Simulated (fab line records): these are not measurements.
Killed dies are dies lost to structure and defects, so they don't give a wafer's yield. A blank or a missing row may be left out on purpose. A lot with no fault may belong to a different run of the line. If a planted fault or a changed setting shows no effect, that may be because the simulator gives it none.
Comparing a struck lot with a sound one :: flow gf180mcu :: 14 out of 602 route steps
Sound: these wafers, L442.1, L442.4, L442.5. Wafers struck: L435.2, L435.3, L435.6. The cause is given at the end.
Per side, at each step with rows, come the tool, then ch with its chambers, and then its first start. Under that, the readings that differ: sound wafers :: struck wafers :: difference of the means :: sigmas: that difference in standard deviations of wafers without a fault.
alike: readings whose means differ by less than 2 such deviations, and words and numbers that are the same on both sides. not compared: withheld readings, readings that some wafer has no value for, bounds like >300 that may hide the same value, and numbers for which the record gives no deviation and whose values overlap.
Wherever a step has rows on one side only, a row that says differs or no value, or a row with sigmas, the two part there. Numbers that have no deviation but don't overlap get no sigmas and don't part them. A reading missing from all wafers of one side parts the sides only when that side holds two or more wafers.

first, 1 step without rows for these wafers: GF_PSD_CLEAN_12 (cleans in SC1/SC2, time 150 s).
GF_PSD_RTA_13: time 20 s.
  sound on rtp_anneal-01 ch 0, day 18 04:42; struck on rtp_anneal-01 ch 0, day 15 11:04
  alike: lamp_power_pct, wafer_temp_C_max
GF_PSD_RS_MEAS_14: uses a four-point probe to measure.
  sound on film_metro-01 at day 18 04:47; struck on film_metro-04 at day 15 11:09
  alike: NSD_RS
GF_PSD_RS_MEAS_15: uses a four-point probe to measure.
  sound on film_metro-01 at day 18 04:54; struck on film_metro-04 at day 15 11:16
  alike: PSD_RS
GF_SAB_CVD_00: deposits SiO2 from TEOS, target thk 50 nm, time 4.9302 s.
  sound on pecvd-04 ch 0,1,2, day 18 05:01; struck on pecvd-04 ch 1,2, day 15 11:22
  alike: heater_power_outer_w, heater_power_w
GF_SAB_THK_MEAS_01:
  sound on film_metro-02 at day 18 05:02; struck on film_metro-03 at day 15 11:24
  alike: SAB_CVD_00_THK
then, 6 steps without rows for these wafers: GF_SAB_DEHYDRATE_02 (time 60 s); GF_SAB_HMDS_03 (prime time 60 s); GF_SAB_COAT_04 (resist thk 1000 nm); GF_SAB_SOFTBAKE_05 (time 60 s); GF_SAB_EXPOSE_06 (exposes mask SAB, target cd 420 nm); GF_SAB_PEB_07.
GF_SAB_DEVELOP_08: develop time 60 s.
  struck on litho_track-02, day 16 08:46; sound on litho_track-02 ch 0, day 19 04:50
  no value came back on the struck wafers for chill_plate_temp_C (C), develop_time_s (s); on the sound wafers chill_plate_temp_C (C) reads 22.97 22.95 22.89
GF_SAB_CD_MEAS_09: target cd 420 nm.
  sound on cd_sem-01 at day 19 04:59; struck on cd_sem-02 at day 16 08:55
reading: cd_nm (nm)
sound: 416.8 416.1 416.2
struck: - - -
difference: no value on the struck wafers
sigmas: 

== WHERE THEY PART ==
First at GF_SAB_DEVELOP_08; last, within this record, at GF_SAB_CD_MEAS_09.

WHY: the cause the simulator had injected
At GF_SAB_DEVELOP_08, the step was skipped entirely on litho_track-02 from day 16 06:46 on. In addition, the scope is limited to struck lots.
